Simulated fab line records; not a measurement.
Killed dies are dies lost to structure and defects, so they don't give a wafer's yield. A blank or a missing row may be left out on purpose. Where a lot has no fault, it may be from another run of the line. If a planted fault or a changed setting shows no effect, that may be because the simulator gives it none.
One fault through the eyes of 2 desks || flow sky130 || every desk sees just its own numbers, and what lay behind them comes last

## METROLOGY DESK
Lot by lot, what the gauges showed, no matter which tool ran the lot: averages of those sampled wafers that carry a number. Marked OUT: a lot whose mean sits more than 4 standard deviations from the usual mean, which makes it out of limits; the brackets give that distance.
Columns: A = PASSIVATION_CVD_02_THK at SKY_PASSIVATION_THK_MEAS_03, usual 537 nm
{"lot": "L418", "first seen here": "day 43 20:09", "A": 547}
{"lot": "L421", "first seen here": "day 45 11:19", "A": 533}
{"lot": "L423", "first seen here": "day 45 16:56", "A": 541}
{"lot": "L425", "first seen here": "day 45 23:31", "A": 544}
{"lot": "L427", "first seen here": "day 46 08:49", "A": "693 (+20) OUT"}
{"lot": "L428", "first seen here": "day 46 15:59", "A": 543}
{"lot": "L436", "first seen here": "day 48 11:11", "A": 541}
{"lot": "L437", "first seen here": "day 49 00:34", "A": 550}
{"lot": "L438", "first seen here": "day 49 00:50", "A": 535}
{"lot": "L439", "first seen here": "day 49 01:49", "A": 541}
{"lot": "L440", "first seen here": "day 49 03:55", "A": 543}
This desk finds L427 out of limits, with the earliest case on L427 at day 46 08:49 (PASSIVATION_CVD_02_THK at SKY_PASSIVATION_THK_MEAS_03). L418, L421, L423, L425, L428, L436, L437, L438, L439, L440 stayed within limits.

## THE TOOL OWNER'S DESK: pecvd-03
The tool's own readings at SKY_PASSIVATION_CVD_02 (deposits Si3N4, target thk 540 nm): means of the sampled wafers that have a number, for each lot that ran on this tool. Marked OUT: a lot whose mean sits more than 4 standard deviations from the usual mean, which makes it out of limits; the brackets give that distance.
Columns: A = heaterPowerW at SKY_PASSIVATION_CVD_02, usual 739 W
{"lot": "L418", "first seen here": "day 43 19:55", "A": 760}
{"lot": "L423", "first seen here": "day 45 16:43", "A": 794}
{"lot": "L425", "first seen here": "day 45 23:17", "A": 703}
{"lot": "L427", "first seen here": "day 46 08:35", "A": 757}
{"lot": "L438", "first seen here": "day 49 00:36", "A": 748}
{"lot": "L440", "first seen here": "day 49 03:41", "A": 733}
Finding of this desk: none of the 6 lots has anything out of limits.

## ALL TOGETHER
L427 would have let the metrology desk raise an alarm at day 46 08:49.
The desk of the tool owner found nothing out of limits.
Tool owner's desk: L427 on record, inside its limits.
Every lot named ran SKY_PASSIVATION_CVD_02 on pecvd-03.

## WHAT THE SIMULATOR PUT IN
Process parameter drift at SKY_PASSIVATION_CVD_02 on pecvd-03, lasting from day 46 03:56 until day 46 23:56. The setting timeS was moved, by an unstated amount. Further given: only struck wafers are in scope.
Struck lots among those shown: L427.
Time in hours between the start of the fault and the first out-of-limits reading at each desk: metrology desk, 5.
